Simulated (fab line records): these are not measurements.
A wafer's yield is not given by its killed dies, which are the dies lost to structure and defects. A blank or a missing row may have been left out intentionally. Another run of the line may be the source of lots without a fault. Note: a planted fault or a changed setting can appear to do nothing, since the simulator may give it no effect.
fab line records ; flow gf180mcu ; part 1 of 2: steps 1 to 24 of 33
record: lots: 5; wafers: 15; lastDay: 33
route steps=602 shown V2@399 M3@409 V3@429
lots that met no fault: from a run of the same line without faults
startH: the number of hours between the record's first day and the start of the first shown wafer of the lot ; waitH: time in hours since the lot's previous step ; " the same as in the row above ; L1.1+2: one row covering several wafers at once ; - no value present, or no start provided ; * or withheld: withheld ; < > ~ a bound
route shown NAME@n: a module of which the file shows steps, and the number in the route of the first ; usual: mean and standard deviation over wafers with no fault ; same: alike in all rows ; chamber/n: place in a boat ; sites: each site's reading ; _std_site: standard deviation across them ; _edge_site: outer sites' mean less inner sites' ; radiusMm: how far each site lies from the wafer's centre ; mask NAME#n: copy n ; behind: the most recent tool/chamber to have shaped the wafer ; hold: why the lot was held/for how many hours/how that ended ; device: which transistor (n, p or np) failed to switch ; end of line: the route-end tests of the same wafers ; where a step has no rows: the recipe by itself ; killed: dies that structure and defects cost at the first sort, which is not the same as the wafer's yield ; map: dies across one wafer; x = killed, . = not, _ = none there
set.NAME: the setting that was run; set.NAME@STEP: the one run at that earlier step ; model.NAME: the simulator's own value behind a step, which no gauge read
certain route steps with their lots: each step a table, each wafer a row
services: when a tool's chamber went out of use (startH, in hours from the record's first day, below 0 if earlier), for how many hours, and the reason
== steps ==
step: GF_V2_ETCH_17
recipe: chemistry: C4F8/O2/Ar; maskMaterial: KrF; target: SiO2; stopOn: TiN; sourceW: 1500; biasW: 1200; pressureMtorr: 40; c4f8FlowSccm: withheld; O2_flow_sccm: 6; Ar_flow_sccm: 300; timeS: withheld; targetDepthA: 6300
usual: biasW: 1200/3.6; oesProductAu: 0.855/0.005
lot.wafer;tool;chamber;startH;waitH;biasW;oesProductAu
L077.1;rieDiel-01;0;-;-;1198;0.850
L077.3;rieDiel-01;2;-;-;1197;0.858
L077.6;rieDiel-01;0;-;-;1200;0.858
L084.3;rieDiel-02;2;-;-;1204;0.850
L084.5;rieDiel-02;2;-;-;1204;0.860
L084.6;rieDiel-02;1;-;-;1203;0.857
L090.3;rieDiel-01;3;-;-;1204;0.847
L090.4;rieDiel-01;1;-;-;1198;0.852
L090.6;rieDiel-01;0;-;-;1201;0.853
L091.1;rieDiel-04;1;-;-;1194;0.855
L091.3;rieDiel-04;0;-;-;1199;0.859
L091.4;rieDiel-04;2;-;-;1207;0.861
L092.1;rieDiel-01;0;-;-;1203;0.858
L092.2;rieDiel-01;2;-;-;1199;0.848
L092.4;rieDiel-01;1;-;-;1197;0.858
step: GF_V2_STRIP_18
recipe: chemistry: O2/N2; powerW: 1400; pressureMtorr: 1500; platenTempC: 250; o2FlowSccm: 3000; n2FlowSccm: 300; overashFraction: 0.5
usual: drypumpMotorCurrentA: 5.4/0.3; heaterPowerW: 354/54; oesProductAu: 0.592/0.0052
lot.wafer;tool;chamber;startH;waitH;drypumpMotorCurrentA;heaterPowerW;oesProductAu;rfHoursCounterH
L077.1;plasmaAsher-01;0;493.68;-;5.7;437;0.589;76
L077.3;plasmaAsher-01;1;493.68;-;5.7;275;0.586;-
L077.6;plasmaAsher-01;1;493.68;-;5.7;272;0.590;-
L084.3;plasmaAsher-01;1;549.54;-;5.7;282;0.583;-
L084.5;plasmaAsher-01;1;549.54;-;5.7;272;0.605;-
L084.6;plasmaAsher-01;0;549.54;-;5.7;434;0.594;-
L090.3;plasmaAsher-03;0;597.06;-;5.0;331;0.581;-
L090.4;plasmaAsher-03;1;597.06;-;4.9;349;0.583;-
L090.6;plasmaAsher-03;0;597.06;-;5.0;328;0.585;-
L091.1;plasmaAsher-03;0;607.67;-;5.0;336;0.596;19
L091.3;plasmaAsher-03;1;607.67;-;5.0;348;0.598;-
L091.4;plasmaAsher-03;0;607.67;-;5.0;325;0.592;-
L092.1;plasmaAsher-02;0;616.09;-;5.5;408;0.589;51
L092.2;plasmaAsher-02;1;616.09;-;5.5;329;0.598;51
L092.4;plasmaAsher-02;0;616.09;-;5.6;406;0.594;-
step: GF_V2_STRIP_19
recipe: chemistry: postEtchResidueRemover; timeS: 1200; tempC: 72.5
lot.wafer;tool;chamber;startH;waitH
L077.1+3+6;wetBench-03;0;493.78;0.1
L084.3+5+6;wetBench-03;3;549.61;0.0
L090.3+4+6;wetBench-02;2;597.12;0.0
L091.1+3+4;wetBench-02;0;607.77;0.1
L092.1+2+4;wetBench-04;0;616.19;0.1
step: GF_V2_CLEAN_20
recipe: chemistry: DIW; dry: n2Spin
lot.wafer;tool;chamber;startH;waitH
L077.1+3+6;wetBench-02;2;494.12;0.0
L084.3+5+6;wetBench-02;1;549.98;0.0
L090.3+4+6;wetBench-03;2;597.50;0.0
L091.1+3+4;wetBench-02;3;608.12;0.0
L092.1+2+4;wetBench-02;3;616.54;0.0
step: GF_V2_SPUTTER_21
recipe: material: Ti; targetThkNm: 15; chamberPressurePa: 5; powerW: 2500; substrateTempC: 200; timeS: 80.02
usual: cathodeDcPowerW: 2500.0/0.46; throttleValvePct: 29.9/0.99
lot.wafer;tool;chamber;startH;waitH;cathodeDcPowerW;throttleValvePct
L077.1;pvdSputter-04;-;494.21;0.0;2499.6;30.6
L077.3;pvdSputter-04;-;494.21;0.0;2499.9;28.8
L077.6;pvdSputter-04;-;494.21;0.0;2500.4;29.0
L084.3;pvdSputter-01;-;550.07;0.0;2500.1;31.0
L084.5;pvdSputter-01;-;550.07;0.0;2499.9;30.8
L084.6;pvdSputter-01;-;550.07;0.0;2499.6;29.9
L090.3;pvdSputter-04;-;597.59;0.0;2499.7;29.0
L090.4;pvdSputter-04;-;597.59;0.0;2500.2;30.2
L090.6;pvdSputter-04;-;597.59;0.0;2499.6;29.0
L091.1;pvdSputter-04;-;608.21;0.0;2500.4;29.0
L091.3;pvdSputter-04;-;608.21;0.0;2499.8;30.7
L091.4;pvdSputter-04;-;608.21;0.0;2499.3;28.7
L092.1;pvdSputter-01;-;616.63;0.0;2500.0;28.2
L092.2;pvdSputter-01;-;616.63;0.0;2499.9;31.8
L092.4;pvdSputter-01;-;616.63;0.0;2499.7;29.7
step: GF_V2_SPUTTER_22
recipe: material: TiN; targetThkNm: 10; chamberPressurePa: 5; powerW: 4000; timeS: 40
usual: cathodeDcPowerW: 4000.0/0.8; throttleValvePct: 29.9/0.99
lot.wafer;tool;chamber;startH;waitH;cathodeDcPowerW;throttleValvePct
L077.1;pvdSputter-04;-;494.27;0.0;4000.2;30.9
L077.3;pvdSputter-04;-;494.27;0.0;3998.6;29.0
L077.6;pvdSputter-04;-;494.27;0.0;4001.2;28.9
L084.3;pvdSputter-01;-;550.14;0.0;3999.2;31.0
L084.5;pvdSputter-01;-;550.14;0.0;3999.9;30.8
L084.6;pvdSputter-01;-;550.14;0.0;3999.3;29.7
L090.3;pvdSputter-04;-;597.65;0.0;4001.2;28.7
L090.4;pvdSputter-04;-;597.65;0.0;4000.0;30.0
L090.6;pvdSputter-04;-;597.65;0.0;3999.4;29.3
L091.1;pvdSputter-04;-;608.27;0.0;3999.9;29.0
L091.3;pvdSputter-04;-;608.27;0.0;4000.2;30.8
L091.4;pvdSputter-04;-;608.27;0.0;4000.8;28.8
L092.1;pvdSputter-01;-;616.69;0.0;3999.8;28.0
L092.2;pvdSputter-01;-;616.69;0.0;4002.4;31.5
L092.4;pvdSputter-01;-;616.69;0.0;4000.8;29.8
step: GF_V2_CVD_23
recipe: material: W; targetThkNm: 350; timeS: 104.94; tempC: 400; pressureTorr: 40
usual: heaterPowerW: 865/37
lot.wafer;tool;chamber;startH;waitH;heaterPowerW
L077.1;cvdW-02;0;494.31;0.0;844
L077.3;cvdW-02;1;494.31;0.0;833
L077.6;cvdW-02;0;494.31;0.0;847
L084.3;cvdW-01;0;550.21;0.1;910
L084.5;cvdW-01;1;550.21;0.1;890
L084.6;cvdW-01;0;550.21;0.1;950
L090.3;cvdW-02;0;597.73;0.1;851
L090.4;cvdW-02;1;597.73;0.1;851
L090.6;cvdW-02;1;597.73;0.1;845
L091.1;cvdW-02;0;608.31;0.0;844
L091.3;cvdW-02;1;608.31;0.0;828
L091.4;cvdW-02;0;608.31;0.0;827
L092.1;cvdW-02;1;616.73;0.0;843
L092.2;cvdW-02;0;616.73;0.0;853
L092.4;cvdW-02;0;616.73;0.0;830
step: GF_V2_RS_MEAS_24
recipe: thkMeasGauge: four-point-probe; reads: W_of_V2_CVD_23+TiN_of_V2_SPUTTER_22+Ti_of_V2_SPUTTER_21
usual: V2_W_RS: 0.329/0.0041
lot.wafer;tool;chamber;startH;waitH;V2_W_RS[ohm/sq]
L077.1;filmMetro-01;-;494.42;0.1;0.324
L077.3;filmMetro-01;-;494.42;0.1;0.327
L077.6;filmMetro-01;-;494.42;0.1;0.325
L084.3;filmMetro-01;-;550.33;0.1;0.336
L084.5;filmMetro-01;-;550.33;0.1;0.330
L084.6;filmMetro-01;-;550.33;0.1;0.330
L090.3;filmMetro-02;-;597.84;0.1;0.327
L090.4;filmMetro-02;-;597.84;0.1;0.326
L090.6;filmMetro-02;-;597.84;0.1;0.329
L091.1;filmMetro-03;-;608.42;0.1;0.325
L091.3;filmMetro-03;-;608.42;0.1;0.331
L091.4;filmMetro-03;-;608.42;0.1;0.329
L092.1;filmMetro-02;-;616.85;0.1;0.334
L092.2;filmMetro-02;-;616.85;0.1;0.332
L092.4;filmMetro-02;-;616.85;0.1;0.335
step: GF_V2_THK_MEAS_25
recipe: thkMeasGauge: xrf; reads: W_of_V2_CVD_23
usual: V2_W_THK: 338/4.9
lot.wafer;tool;chamber;startH;waitH;V2_W_THK[nm]
L077.1;filmMetro-01;-;494.54;0.1;340
L077.3;filmMetro-01;-;494.54;0.1;336
L077.6;filmMetro-01;-;494.54;0.1;338
L084.3;filmMetro-01;-;550.43;0.1;328
L084.5;filmMetro-01;-;550.43;0.1;334
L084.6;filmMetro-01;-;550.43;0.1;333
L090.3;filmMetro-02;-;597.94;0.1;341
L090.4;filmMetro-02;-;597.94;0.1;340
L090.6;filmMetro-02;-;597.94;0.1;339
L091.1;filmMetro-03;-;608.54;0.1;345
L091.3;filmMetro-03;-;608.54;0.1;341
L091.4;filmMetro-03;-;608.54;0.1;344
L092.1;filmMetro-02;-;616.97;0.1;331
L092.2;filmMetro-02;-;616.97;0.1;336
L092.4;filmMetro-02;-;616.97;0.1;334
step: GF_V2_CMP_26
recipe: stopOn: SiO2; downForcePsi: 3.5; platenRpm: 60; tOverpolishS: 15; targetThkNm: 0; padVelocityMS: 0.94248
usual: motorCurrentA: 10.8/0.98; overpolishRunS: 15.000/0.0096; timeToEndpointS: 85.7/2.8
lot.wafer;tool;chamber;startH;waitH;motorCurrentA;overpolishRunS;timeToEndpointS
L077.3;cmp-01;2;494.65;0.1;11.9;15.016;89.5
L077.1;cmp-01;3;494.65;0.1;11.8;15.016;87.4
L077.6;cmp-01;2;494.65;0.1;12.2;15.007;90.2
L084.3;cmp-01;3;550.62;0.2;11.3;15.010;83.2
L084.6;cmp-01;0;550.62;0.2;9.6;14.996;82.5
L084.5;cmp-01;1;550.62;0.2;11.7;15.000;83.1
L090.3;cmp-02;2;598.08;0.1;9.8;14.990;81.9
L090.4;cmp-02;3;598.08;0.1;9.7;15.012;83.5
L090.6;cmp-02;1;598.08;0.1;9.8;15.008;82.6
L091.3;cmp-01;1;608.65;0.1;11.7;14.986;84.2
L091.1;cmp-01;2;608.65;0.1;10.9;14.985;88.3
L091.4;cmp-01;3;608.65;0.1;11.1;14.979;88.7
L092.1;cmp-02;1;617.03;0.1;9.3;15.013;81.3
L092.2;cmp-02;2;617.03;0.1;10.5;15.020;80.4
L092.4;cmp-02;0;617.03;0.1;9.0;14.994;82.8
step: GF_M3_SPUTTER_00
recipe: material: Ti; targetThkNm: 37.5; arrivingIonEnergyEv: 80; substrateTempC: 200; chamberPressurePa: 2; powerW: 4000; timeS: 150
usual: cathodeDcPowerW: 4000.1/0.72; throttleValvePct: 30.2/1.1
lot.wafer;tool;chamber;startH;waitH;cathodeDcPowerW;throttleValvePct
L077.1;pvdSputter-03;-;494.90;0.1;4000.9;30.6
L077.3;pvdSputter-03;-;494.90;0.1;4000.3;29.3
L077.6;pvdSputter-03;-;494.90;0.1;4000.0;30.5
L084.3;pvdSputter-03;-;550.77;0.1;4000.2;30.3
L084.5;pvdSputter-03;-;550.77;0.1;4001.0;29.1
L084.6;pvdSputter-03;-;550.77;0.1;4000.3;29.9
L090.3;pvdSputter-01;-;598.28;0.1;4000.3;28.2
L090.4;pvdSputter-01;-;598.28;0.1;3999.1;29.7
L090.6;pvdSputter-01;-;598.28;0.1;4001.1;30.9
L091.1;pvdSputter-03;-;608.90;0.1;3999.9;30.8
L091.3;pvdSputter-03;-;608.90;0.1;4000.3;29.4
L091.4;pvdSputter-03;-;608.90;0.1;4000.1;29.3
L092.1;pvdSputter-03;-;617.33;0.2;4000.0;29.9
L092.2;pvdSputter-03;-;617.33;0.2;4000.0;30.8
L092.4;pvdSputter-03;-;617.33;0.2;3999.7;29.5
step: GF_M3_SPUTTER_01
recipe: material: TiN; targetThkNm: 30; powerW: 6500; timeS: 25; chamberPressurePa: 0.4
usual: cathodeDcPowerW: 6499.9/1.2; throttleValvePct: 30.2/1.1
lot.wafer;tool;chamber;startH;waitH;cathodeDcPowerW;throttleValvePct
L077.1;pvdSputter-03;-;495.00;0.1;6501.9;30.7
L077.3;pvdSputter-03;-;495.00;0.1;6499.7;29.5
L077.6;pvdSputter-03;-;495.00;0.1;6501.2;30.6
L084.3;pvdSputter-03;-;550.87;0.1;6501.1;30.0
L084.5;pvdSputter-03;-;550.87;0.1;6502.2;29.5
L084.6;pvdSputter-03;-;550.87;0.1;6498.7;30.5
L090.3;pvdSputter-01;-;598.38;0.1;6500.0;28.4
L090.4;pvdSputter-01;-;598.38;0.1;6499.2;29.7
L090.6;pvdSputter-01;-;598.38;0.1;6498.8;30.8
L091.1;pvdSputter-03;-;609.00;0.1;6499.4;30.6
L091.3;pvdSputter-03;-;609.00;0.1;6499.3;29.3
L091.4;pvdSputter-03;-;609.00;0.1;6500.4;29.4
L092.1;pvdSputter-03;-;617.43;0.1;6500.4;30.2
L092.2;pvdSputter-03;-;617.43;0.1;6500.6;30.6
L092.4;pvdSputter-03;-;617.43;0.1;6500.0;29.5
step: GF_M3_SPUTTER_02
recipe: material: AlCu; targetThkNm: 450; powerW: 10600; timeS: 23.9; chamberPressurePa: 0.4
usual: cathodeDcPowerW: 10600/1.9; throttleValvePct: 30.2/1.1
lot.wafer;tool;chamber;startH;waitH;cathodeDcPowerW;throttleValvePct
L077.1;pvdSputter-03;-;495.03;0.0;10598;30.4
L077.3;pvdSputter-03;-;495.03;0.0;10598;29.6
L077.6;pvdSputter-03;-;495.03;0.0;10599;30.9
L084.3;pvdSputter-03;-;550.90;0.0;10599;30.2
L084.5;pvdSputter-03;-;550.90;0.0;10598;29.5
L084.6;pvdSputter-03;-;550.90;0.0;10602;30.0
L090.3;pvdSputter-01;-;598.41;0.0;10598;28.0
L090.4;pvdSputter-01;-;598.41;0.0;10598;29.8
L090.6;pvdSputter-01;-;598.41;0.0;10598;30.7
L091.1;pvdSputter-03;-;609.03;0.0;10601;30.6
L091.3;pvdSputter-03;-;609.03;0.0;10603;29.7
L091.4;pvdSputter-03;-;609.03;0.0;10598;29.5
L092.1;pvdSputter-03;-;617.46;0.0;10602;30.2
L092.2;pvdSputter-03;-;617.46;0.0;10597;30.7
L092.4;pvdSputter-03;-;617.46;0.0;10601;29.9
step: GF_M3_SPUTTER_03
recipe: material: Ti; targetThkNm: 10; substrateTempC: 300; chamberPressurePa: 0.3; powerW: 3000; timeS: 6.7
usual: cathodeDcPowerW: 2999.9/0.54; throttleValvePct: 30.2/1.1
lot.wafer;tool;chamber;startH;waitH;cathodeDcPowerW;throttleValvePct
L077.1;pvdSputter-03;-;495.06;0.0;2998.4;30.8
L077.3;pvdSputter-03;-;495.06;0.0;2999.5;29.6
L077.6;pvdSputter-03;-;495.06;0.0;3000.0;30.7
L084.3;pvdSputter-03;-;550.93;0.0;3000.2;30.0
L084.5;pvdSputter-03;-;550.93;0.0;2999.9;29.4
L084.6;pvdSputter-03;-;550.93;0.0;3000.8;30.1
L090.3;pvdSputter-01;-;598.44;0.0;2999.4;28.2
L090.4;pvdSputter-01;-;598.44;0.0;3000.8;30.1
L090.6;pvdSputter-01;-;598.44;0.0;3000.0;30.9
L091.1;pvdSputter-03;-;609.06;0.0;2999.8;30.8
L091.3;pvdSputter-03;-;609.06;0.0;2999.5;29.4
L091.4;pvdSputter-03;-;609.06;0.0;3000.2;29.4
L092.1;pvdSputter-03;-;617.49;0.0;2999.4;29.9
L092.2;pvdSputter-03;-;617.49;0.0;3000.7;30.7
L092.4;pvdSputter-03;-;617.49;0.0;3000.9;29.4
step: GF_M3_SPUTTER_04
recipe: material: TiN; targetThkNm: 50; powerW: 6500; timeS: 41.7; chamberPressurePa: 0.4
usual: cathodeDcPowerW: 6500.1/1.1; throttleValvePct: 30.2/1.1
lot.wafer;tool;chamber;startH;waitH;cathodeDcPowerW;throttleValvePct
L077.1;pvdSputter-03;-;495.08;0.0;6499.5;30.7
L077.3;pvdSputter-03;-;495.08;0.0;6500.5;29.8
L077.6;pvdSputter-03;-;495.08;0.0;6499.8;30.8
L084.3;pvdSputter-03;-;550.95;0.0;6498.8;30.0
L084.5;pvdSputter-03;-;550.95;0.0;6500.8;29.7
L084.6;pvdSputter-03;-;550.95;0.0;6501.4;30.0
L090.3;pvdSputter-01;-;598.46;0.0;6501.6;28.0
L090.4;pvdSputter-01;-;598.46;0.0;6501.5;29.9
L090.6;pvdSputter-01;-;598.46;0.0;6500.8;30.9
L091.1;pvdSputter-03;-;609.08;0.0;6499.1;30.6
L091.3;pvdSputter-03;-;609.08;0.0;6497.9;29.3
L091.4;pvdSputter-03;-;609.08;0.0;6499.4;29.5
L092.1;pvdSputter-03;-;617.51;0.0;6501.5;30.0
L092.2;pvdSputter-03;-;617.51;0.0;6500.6;30.7
L092.4;pvdSputter-03;-;617.51;0.0;6500.3;29.4
step: GF_M3_RS_MEAS_05
recipe: thkMeasGauge: four-point-probe; reads: TiN_of_M3_SPUTTER_04+Ti_of_M3_SPUTTER_03+AlCu_of_M3_SPUTTER_02+TiN_of_M3_SPUTTER_01+Ti_of_M3_SPUTTER_00
usual: M3_ALCU_RS: 0.0699/0.00061
lot.wafer;tool;chamber;startH;waitH;M3_ALCU_RS[ohm/sq]
L077.1;filmMetro-04;-;495.12;0.0;0.0705
L077.3;filmMetro-04;-;495.12;0.0;0.0703
L077.6;filmMetro-04;-;495.12;0.0;0.0707
L084.3;filmMetro-01;-;551.03;0.1;0.0710
L084.5;filmMetro-01;-;551.03;0.1;0.0706
L084.6;filmMetro-01;-;551.03;0.1;0.0703
L090.3;filmMetro-03;-;598.54;0.1;0.0703
L090.4;filmMetro-03;-;598.54;0.1;0.0704
L090.6;filmMetro-03;-;598.54;0.1;0.0706
L091.1;filmMetro-03;-;609.12;0.0;0.0712
L091.3;filmMetro-03;-;609.12;0.0;0.0712
L091.4;filmMetro-03;-;609.12;0.0;0.0705
L092.1;filmMetro-01;-;617.55;0.0;0.0694
L092.2;filmMetro-01;-;617.55;0.0;0.0694
L092.4;filmMetro-01;-;617.55;0.0;0.0689
step: GF_M3_THK_MEAS_06
recipe: thkMeasGauge: xrf; reads: AlCu_of_M3_SPUTTER_02
usual: M3_ALCU_THK: 447/4.9
lot.wafer;tool;chamber;startH;waitH;M3_ALCU_THK[nm]
L077.1;filmMetro-04;-;495.24;0.1;446
L077.3;filmMetro-04;-;495.24;0.1;448
L077.6;filmMetro-04;-;495.24;0.1;446
L084.3;filmMetro-01;-;551.13;0.1;438
L084.5;filmMetro-01;-;551.13;0.1;439
L084.6;filmMetro-01;-;551.13;0.1;440
L090.3;filmMetro-03;-;598.64;0.1;446
L090.4;filmMetro-03;-;598.64;0.1;447
L090.6;filmMetro-03;-;598.64;0.1;445
L091.1;filmMetro-03;-;609.24;0.1;436
L091.3;filmMetro-03;-;609.24;0.1;435
L091.4;filmMetro-03;-;609.24;0.1;440
L092.1;filmMetro-01;-;617.67;0.1;447
L092.2;filmMetro-01;-;617.67;0.1;451
L092.4;filmMetro-01;-;617.67;0.1;455
step: GF_M3_DEHYDRATE_07
recipe: tempC: 200; timeS: 60
usual: chillPlateTempC: 22.99/0.11; heaterPowerTotalW: 160.38/0.12
lot.wafer;tool;chamber;startH;waitH;chillPlateTempC;heaterPowerTotalW
L077.1;lithoTrack-03;0;506.96;11.7;23.00;160.27
L077.3;lithoTrack-03;0;506.96;11.7;23.11;160.43
L077.6;lithoTrack-03;0;506.96;11.7;23.01;160.36
L084.3;lithoTrack-01;0;561.89;10.8;23.00;160.41
L084.5;lithoTrack-01;0;561.89;10.8;22.95;160.50
L084.6;lithoTrack-01;0;561.89;10.8;22.91;160.46
L090.3;lithoTrack-01;0;608.34;9.7;23.02;160.36
L090.4;lithoTrack-01;0;608.34;9.7;22.84;160.55
L090.6;lithoTrack-01;0;608.34;9.7;22.93;160.48
L091.1;lithoTrack-03;0;619.11;9.9;23.00;160.32
L091.3;lithoTrack-03;0;619.11;9.9;23.10;160.50
L091.4;lithoTrack-03;0;619.11;9.9;22.79;160.16
L092.1;lithoTrack-01;0;627.64;10.0;22.97;160.25
L092.2;lithoTrack-01;0;627.64;10.0;22.98;160.32
L092.4;lithoTrack-01;0;627.64;10.0;23.11;160.52
step: GF_M3_HMDS_08
recipe: primeTimeS: 60; primeTempC: 120
usual: chillPlateTempC: 22.97/0.11
lot.wafer;tool;chamber;startH;waitH;chillPlateTempC
L077.1;lithoTrack-03;0;507.11;0.1;23.02
L077.3;lithoTrack-03;0;507.11;0.1;23.14
L077.6;lithoTrack-03;0;507.11;0.1;23.13
L084.3;lithoTrack-01;0;562.04;0.1;22.80
L084.5;lithoTrack-01;0;562.04;0.1;22.93
L084.6;lithoTrack-01;0;562.04;0.1;23.00
L090.3;lithoTrack-01;0;608.49;0.1;22.95
L090.4;lithoTrack-01;0;608.49;0.1;22.94
L090.6;lithoTrack-01;0;608.49;0.1;23.01
L091.1;lithoTrack-03;0;619.26;0.1;22.92
L091.3;lithoTrack-03;0;619.26;0.1;22.88
L091.4;lithoTrack-03;0;619.26;0.1;22.99
L092.1;lithoTrack-01;0;627.79;0.1;23.15
L092.2;lithoTrack-01;0;627.79;0.1;22.98
L092.4;lithoTrack-01;0;627.79;0.1;23.08
step: GF_M3_COAT_09
recipe: resist: KrF; spinRpm: withheld; resistThkNm: 1000
usual: chillPlateTempC: 23.02/0.1
lot.wafer;tool;chamber;startH;waitH;chillPlateTempC
L077.1;lithoTrack-03;0;507.26;0.1;22.89
L077.3;lithoTrack-03;0;507.26;0.1;23.02
L077.6;lithoTrack-03;0;507.26;0.1;22.94
L084.3;lithoTrack-01;0;562.19;0.1;23.11
L084.5;lithoTrack-01;0;562.19;0.1;23.01
L084.6;lithoTrack-01;0;562.19;0.1;23.02
L090.3;lithoTrack-01;0;608.64;0.1;23.04
L090.4;lithoTrack-01;0;608.64;0.1;23.25
L090.6;lithoTrack-01;0;608.64;0.1;23.13
L091.1;lithoTrack-03;0;619.41;0.1;23.03
L091.3;lithoTrack-03;0;619.41;0.1;23.08
L091.4;lithoTrack-03;0;619.41;0.1;23.26
L092.1;lithoTrack-01;0;627.94;0.1;23.00
L092.2;lithoTrack-01;0;627.94;0.1;23.02
L092.4;lithoTrack-01;0;627.94;0.1;23.12
step: GF_M3_SOFTBAKE_10
recipe: tempC: 130; timeS: 60; resist: KrF
usual: chillPlateTempC: 23.01/0.098; heaterPowerTotalW: 93.05/0.057
lot.wafer;tool;chamber;startH;waitH;chillPlateTempC;heaterPowerTotalW
L077.1;lithoTrack-03;0;507.41;0.1;22.92;93.19
L077.3;lithoTrack-03;0;507.41;0.1;23.08;93.07
L077.6;lithoTrack-03;0;507.41;0.1;23.14;93.05
L084.3;lithoTrack-01;0;562.34;0.1;23.01;93.06
L084.5;lithoTrack-01;0;562.34;0.1;22.94;92.99
L084.6;lithoTrack-01;0;562.34;0.1;22.82;92.94
L090.3;lithoTrack-01;0;608.79;0.1;22.96;93.10
L090.4;lithoTrack-01;0;608.79;0.1;22.94;92.96
L090.6;lithoTrack-01;0;608.79;0.1;22.99;92.99
L091.1;lithoTrack-03;0;619.56;0.1;22.98;93.05
L091.3;lithoTrack-03;0;619.56;0.1;22.88;93.12
L091.4;lithoTrack-03;0;619.56;0.1;23.00;93.10
L092.1;lithoTrack-01;0;628.09;0.1;22.94;93.05
L092.2;lithoTrack-01;0;628.09;0.1;22.96;93.05
L092.4;lithoTrack-01;0;628.09;0.1;23.03;92.93
step: GF_M3_EXPOSE_11
recipe: maskId: Metal3; targetCdNm: 280; na: 0.68; sourceShape: conventional; sigmaOuter: 0.6; doseMj: 28
lot.wafer;tool;chamber;startH;waitH;mask
L077.1+3+6;krfScanner-02;0;-;-;Metal3#0
L084.3+5+6;krfScanner-01;0;-;-;Metal3#0
L090.3+4+6;krfScanner-01;0;-;-;Metal3#0
L091.1+3+4;krfScanner-02;0;-;-;Metal3#0
L092.1+2+4;krfScanner-02;0;-;-;Metal3#0
step: GF_M3_PEB_12
recipe: pebTempC: 135; pebTimeS: 90; resist: KrF
usual: chillPlateTempC: 22.99/0.11; heaterPowerTotalW: 85.69/0.082
lot.wafer;tool;chamber;startH;waitH;chillPlateTempC;heaterPowerTotalW
L077.1;lithoTrack-03;0;-;-;22.92;85.76
L077.3;lithoTrack-03;0;-;-;23.01;85.53
L077.6;lithoTrack-03;0;-;-;22.92;85.72
L084.3;lithoTrack-02;0;-;-;23.30;85.76
L084.5;lithoTrack-02;0;-;-;23.10;85.70
L084.6;lithoTrack-02;0;-;-;23.28;85.65
L090.3;lithoTrack-03;0;-;-;23.01;85.59
L090.4;lithoTrack-03;0;-;-;23.08;85.62
L090.6;lithoTrack-03;0;-;-;23.00;85.77
L091.1;lithoTrack-03;0;-;-;22.99;85.70
L091.3;lithoTrack-03;0;-;-;22.90;85.58
L091.4;lithoTrack-03;0;-;-;23.04;85.65
L092.1;lithoTrack-01;0;-;-;23.02;85.74
L092.2;lithoTrack-01;0;-;-;22.98;85.65
L092.4;lithoTrack-01;0;-;-;22.95;85.74
step: GF_M3_DEVELOP_13
recipe: developTimeS: 60; devTempC: 21
usual: chillPlateTempC: 23.00/0.1
lot.wafer;tool;chamber;startH;waitH;chillPlateTempC
L077.1;lithoTrack-03;0;518.21;0.2;23.02
L077.3;lithoTrack-03;0;518.21;0.2;23.20
L077.6;lithoTrack-03;0;518.21;0.2;23.03
L084.3;lithoTrack-02;0;573.31;0.1;23.04
L084.5;lithoTrack-02;0;573.31;0.1;23.21
L084.6;lithoTrack-02;0;573.31;0.1;23.02
L090.3;lithoTrack-03;0;618.66;0.1;23.07
L090.4;lithoTrack-03;0;618.66;0.1;23.15
L090.6;lithoTrack-03;0;618.66;0.1;23.01
L091.1;lithoTrack-03;0;629.56;0.2;22.96
L091.3;lithoTrack-03;0;629.56;0.2;22.94
L091.4;lithoTrack-03;0;629.56;0.2;23.08
L092.1;lithoTrack-01;0;638.04;0.2;23.11
L092.2;lithoTrack-01;0;638.04;0.2;23.03
L092.4;lithoTrack-01;0;638.04;0.2;23.04
